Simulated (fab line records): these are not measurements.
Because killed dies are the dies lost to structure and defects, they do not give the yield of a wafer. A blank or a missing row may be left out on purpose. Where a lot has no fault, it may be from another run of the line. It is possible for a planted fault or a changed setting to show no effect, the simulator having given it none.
A struck lot beside a sound one / flow sky130 / 35 steps out of a route of 708
Sound: these wafers, L961.3, L961.4, L961.6. The struck wafers were L956.1, L956.3, L956.6. The cause comes at the end.
For every step that has rows: the tool of each side, followed by ch and its chambers, followed by its first start. Under that, the readings that differ: sound wafers / struck wafers / difference of the means / sigmas: that difference in standard deviations of wafers without a fault.
alike: readings whose means differ by less than 2 such deviations, and words and numbers that are the same on both sides. not compared: withheld readings, readings that some wafer has no value for, bounds like >300 that may hide the same value, and numbers for which the record gives no deviation and whose values overlap.
A row with sigmas, a row that says differs or no value, or rows on one side alone: a step with any of these is where the two part. When numbers do not overlap yet have no deviation, they are printed without sigmas and do not part them. A reading that every wafer of one side lacks parts them only if that side has two wafers or more.

first, 10 steps without rows for these wafers: SKY_POLY_CUT_ETCH_10 (etches BARC in N2/H2, stops on SiO2, time 45.9 s, target depth 60 nm); SKY_POLY_CUT_ETCH_11 (etches Si3N4 in CF4/CH2F2/Ar, stops on poly-Si, time 42.5 s, target depth 60 nm); SKY_POLY_CUT_STRIP_12 (strips in O2/N2); SKY_SD_P_DEHYDRATE_00 (time 60 s); SKY_SD_P_HMDS_01 (prime time 60 s); SKY_SD_P_COAT_02 (resist thk 1140 nm); SKY_SD_P_SOFTBAKE_03 (time 60 s); SKY_SD_P_EXPOSE_04 (exposes mask PSDM, target cd 380 nm); SKY_SD_P_PEB_05; SKY_SD_P_DEVELOP_06 (develop time 60 s).
SKY_SD_P_IMPLANT_09:
  sound on implanter-01 ch 0, day 31 23:05; struck on implanter-04 ch 0, day 30 15:50
reading=beam-on-s (s); sound=13.7 14.2 14.1; struck=21.7 20.8 21.0; difference=+7.2; sigmas=+7
reading=dose-ions-cm2; sound=2.9995e+15 3.0087e+15 3.0013e+15; struck=3.8389e+15 3.8392e+15 3.8375e+15; difference=+8.3537e+14; sigmas=+99 or more
  alike: beam-energy-keV
SKY_SD_P_STRIP_10: strips in O2/N2.
  sound on plasma-asher-03 ch 0,1, day 31 23:13; struck on plasma-asher-03 ch 0,1, day 30 15:59
reading=oes-product-au (a.u.); sound=0.616 0.625 0.619; struck=0.603 0.606 0.601; difference=-0.017; sigmas=-4
reading=strip-time-to-endpoint-s (s); sound=17.47 17.47 17.54; struck=17.92 17.97 17.95; difference=+0.45; sigmas=+12
  alike: drypump-motor-current-A
  not compared: rf-hours-counter-h
SKY_SD_P_TW_MEAS_11:
  sound on film-metro-04, day 31 23:19; struck on film-metro-03, day 30 16:19
reading=SD_P_TW; sound=2774 2765 2765; struck=2972 2949 2970; difference=+196; sigmas=+5
  not compared: hold
then, 20 steps without rows for these wafers: SKY_RES_XHIGH_HMDS_01 (prime time 60 s); SKY_RES_XHIGH_COAT_02 (resist thk 1140 nm); SKY_RES_XHIGH_SOFTBAKE_03 (time 60 s); SKY_RES_XHIGH_EXPOSE_04 (exposes mask URPM, target cd 1270 nm); SKY_RES_XHIGH_PEB_05; SKY_RES_XHIGH_DEVELOP_06 (develop time 60 s); SKY_RES_XHIGH_IMPLANT_07; SKY_RES_XHIGH_STRIP_08 (strips in O2/N2); SKY_SD_N_DEHYDRATE_00 (time 60 s); SKY_SD_N_HMDS_01 (prime time 60 s); SKY_SD_N_COAT_02 (resist thk 1140 nm); SKY_SD_N_SOFTBAKE_03 (time 60 s); SKY_SD_N_EXPOSE_04 (exposes mask NSDM, target cd 380 nm); SKY_SD_N_PEB_05; SKY_SD_N_DEVELOP_06 (develop time 60 s); SKY_SD_N_IMPLANT_09; SKY_SD_N_IMPLANT_10; SKY_SD_N_STRIP_11 (strips in O2/N2); SKY_SD_N_CLEAN_13 (cleans in SC1/SC2, time 150 s); SKY_SD_N_RTA_14 (time 2 s).
-- the record jumps here: 2 days lie between the struck wafers' starts before and after --
SKY_SD_N_RS_MEAS_17: measures by four-point-probe.
  sound on film-metro-01, day 34 05:15; struck on film-metro-04, day 32 23:08
reading=SD_P_RS (ohm/sq); sound=147.1 147.2 146.2; struck=143.0 143.0 143.5; difference=-3.7; sigmas=-9
  not compared: hold
-- a jump in the record: the struck wafers' starts before and after are 16 days apart (it breaks off in module SD_N and resumes in module PAD_OPEN, where the first step shown is number 708 of the route) --
SKY_PAD_OPEN_PROBE_99:
  sound on prober-02, day 49 22:42; struck on prober-01, day 49 08:40
reading=model.etest.res-high-po.line-ohm-um; sound=746.7 768.9 740.8; struck=639.1 634.4 651.5; difference=-110.5; sigmas=
reading=model.etest.res-pdiff.line-ohm-um; sound=1350 1346 1394; struck=1286 1278 1283; difference=-81; sigmas=
reading=model.etest.licon-high-po.rc-ohm; sound=351.3 359.6 346.3; struck=273 268.1 271.6; difference=-82; sigmas=
reading=model.etest.licon-pdiff.rc-ohm; sound=580.1 615.6 599.3; struck=565.8 518 535.5; difference=-58.6; sigmas=
reading=model.etest.res-high-po.rs-ohm-sq; sound=260.8 268 256.4; struck=226.1 223.8 225.8; difference=-36.5; sigmas=
reading=model.etest.res-pdiff-hv.rs-ohm-sq; sound=190.4 190.3 188.3; struck=175.5 176.1 175.4; difference=-14.0; sigmas=
reading=model.etest.res-pdiff.rs-ohm-sq; sound=195.7 195.1 195.5; struck=182.7 181.9 182.9; difference=-12.9; sigmas=
  alike: killed_at_M0_to_M3, killed_at_M4_up, killed-at-contacts, killed-at-front-end, killed-at-other, killed-dies, killed-open, killed-short

## WHERE THEY PART
Last at SKY_SD_N_RS_MEAS_17 as far as this record goes, first at SKY_SD_P_IMPLANT_09. Later steps at which nothing parts them and some readings are alike: SKY_PAD_OPEN_PROBE_99.

WHY: what the simulator had put in
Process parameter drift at SKY_SD_P_IMPLANT_09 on implanter-04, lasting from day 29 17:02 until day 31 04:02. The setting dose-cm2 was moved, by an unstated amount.
